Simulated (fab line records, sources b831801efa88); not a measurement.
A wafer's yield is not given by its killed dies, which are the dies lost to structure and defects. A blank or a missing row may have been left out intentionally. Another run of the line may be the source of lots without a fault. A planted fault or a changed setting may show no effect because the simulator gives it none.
Matching of chambers | flow gf180mcu | GF_V1_CMP_04 on cmp-01 has 4 sister chambers
The step polishes SiO2. 22 wafers are shown with their chamber, then 11 later ones without.

WAFERS PAIRED WITH THEIR CHAMBERS
wafer  | chamber | motor-current-A (A) | platen-rpm (rpm) | time-to-endpoint-s (s)
L077.3 | 3       | 11.0                | 60.00            | 83
L077.5 | 1       | 14.0                | 60.01            | 92
L077.6 | 2       | 9.9                 | 60.00            | 81
L078.2 | 2       | 10.1                | 59.93            | 70
L078.3 | 1       | 13.6                | 59.97            | 79
L078.5 | 0       | 11.5                | 59.96            | 76
L079.1 | 2       | 9.9                 | 60.02            | 82
L079.5 | 0       | 11.8                | 60.02            | 89
L079.6 | 3       | 11.0                | 60.09            | 89
L080.2 | 0       | 12.5                | 59.96            | 67
L080.3 | 1       | 13.2                | 59.97            | 78
L080.6 | 0       | 12.3                | 59.99            | 73
L082.2 | 2       | 10.8                | 60.05            | 88
L082.4 | 0       | 11.9                | 60.03            | 91
L082.5 | 2       | 10.4                | 59.98            | 87
L083.1 | 1       | 13.8                | 60.04            | 92
L083.3 | 3       | 11.2                | 60.03            | 90
L083.6 | 1       | 13.3                | 59.92            | 94
L085.1 | 2       | 10.0                | 59.95            | 70
L085.5 | 3       | 11.3                | 60.10            | 86
L085.6 | 0       | 11.0                | 60.02            | 75
L086.2 | 0       | 12.8                | 59.99            | 69

SIGNATURES, as means of the wafers listed above
reading            | chamber 0 | chamber 1 | chamber 2 | chamber 3 | scatter within a chamber
motor-current-A    | 11.971    | 13.580    | 10.183    | 11.125    | 0.436
platen-rpm         | 59.9957   | 59.9820   | 59.9883   | 60.0550   | 0.0408
time-to-endpoint-s | 77.14     | 87.00     | 79.67     | 87.00     | 7.87
Rule: a wafer lies at a distance from a chamber equal to the root of the sum of squares, over the readings, of (its reading less the chamber's mean, divided by the reading's scatter). The wafer belongs to the nearest chamber; if the next one is less than 2 further off, it can't be placed. The scatter: take each reading less its chamber's mean, square it, sum over the shown wafers, divide by the number of wafers less the number of chambers, and take the root.

WAFERS WITH NO CHAMBER GIVEN
wafer  | motor-current-A (A) | platen-rpm (rpm) | time-to-endpoint-s (s)
L086.3 | 14.1                | 59.97            | 80
L086.5 | 13.2                | 60.01            | 84
L091.1 | 10.7                | 60.06            | 70
L091.2 | 13.1                | 59.98            | 83
L091.4 | 9.6                 | 60.00            | 86
L092.3 | 10.2                | 59.97            | 74
L092.5 | 10.8                | 60.00            | 93
L092.6 | 10.3                | 60.05            | 84
L093.1 | 13.3                | 60.02            | 81
L093.3 | 10.4                | 60.08            | 82
L093.6 | 12.3                | 59.88            | 83

THE CHAMBER EACH PASSED THROUGH
wafer  | from the rows above          | in truth
L086.3 | 1                            | 1
L086.5 | can't be placed: 1 or 0      | 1
L091.1 | can't be placed: 3 or 2 or 0 | 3
L091.2 | can't be placed: 1 or 0      | 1
L091.4 | 2                            | 2
L092.3 | 2                            | 2
L092.5 | can't be placed: 3 or 2 or 0 | 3
L092.6 | can't be placed: 2 or 3      | 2
L093.1 | can't be placed: 1 or 0      | 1
L093.3 | can't be placed: 3 or 2      | 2
L093.6 | can't be placed: 0 or 1      | 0
Correctly placed: 3 of 11. Unplaceable from these rows: 8, with the true chamber sitting among the candidates in 8. 0 placed wrongly.
